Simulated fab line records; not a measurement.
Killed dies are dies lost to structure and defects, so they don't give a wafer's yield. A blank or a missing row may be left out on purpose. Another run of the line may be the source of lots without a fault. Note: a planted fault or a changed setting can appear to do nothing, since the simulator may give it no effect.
The tool behind it: which one?	flow sky130	18 wafers from 6 lots sampled at 2 of the route's 708 steps

== WHAT EACH GAUGE READ, for each wafer ==
SKY_GATE_OXIDE_THK_MEAS_02.
lot	measured	on	GATE_OXIDE_OXIDATION_00_THK (nm)
L679	day 12 22:15	film-metro-02	10.29 10.50 10.34
L682	day 14 00:13	film-metro-01	10.31 10.45 10.40
L686	day 15 04:05	film-metro-01	7.45 7.49 7.60
L695	day 18 10:31	film-metro-01	10.16 10.21 10.28
L698	day 19 08:37	film-metro-01	10.34 10.25 10.40
L699	day 20 05:34	film-metro-04	10.40 10.39 10.52

== TOOL THAT RAN EACH LOT (tool first, then ch and the chambers of the sampled wafers, then the start) ==
lot	SKY_GATE_OXIDE_OXIDATION_01
L679	furnace-01 ch 0, day 12 20:50
L682	furnace-02 ch 0, day 13 22:47
L686	furnace-01 ch 0, day 15 02:40
L695	furnace-02 ch 0, day 18 09:06
L698	furnace-01 ch 0, day 19 07:12
L699	furnace-01 ch 0, day 20 04:10
- SKY_GATE_OXIDE_OXIDATION_01: stabilise 600 s, purge 300 s, target thk 10.268 nm.

== THE ANSWER, worked out from the rows above alone ==
Rule: usual is defined by the lots themselves. The widest of any qualifying gaps counts: lots, ordered by their means at a reading, are off when they make up no more than a third of the lots, leave a main group of 4 or more, and stand apart from it by 3 or more times the standard deviation of that group's means. A main group whose means are all the same, to the digits that the tables above print for the reading, isn't used. A lot without any number at a reading at which 4 lots or more have one is off too. Where the step has rows for the other lots, those lots are counted as sound.
Off: L686, seen at SKY_GATE_OXIDE_THK_MEAS_02 (GATE_OXIDE_OXIDATION_00_THK). Main group: mean 10.35 nm, sd 0.074.
A tool fits if, at a process step before that reading, it ran every lot that is off, and no sound lot after the first of them. The gauges at SKY_GATE_OXIDE_THK_MEAS_02 are tried like those tools. Of those tried, none fits.

== WHAT THE SIMULATOR HAD PUT IN ==
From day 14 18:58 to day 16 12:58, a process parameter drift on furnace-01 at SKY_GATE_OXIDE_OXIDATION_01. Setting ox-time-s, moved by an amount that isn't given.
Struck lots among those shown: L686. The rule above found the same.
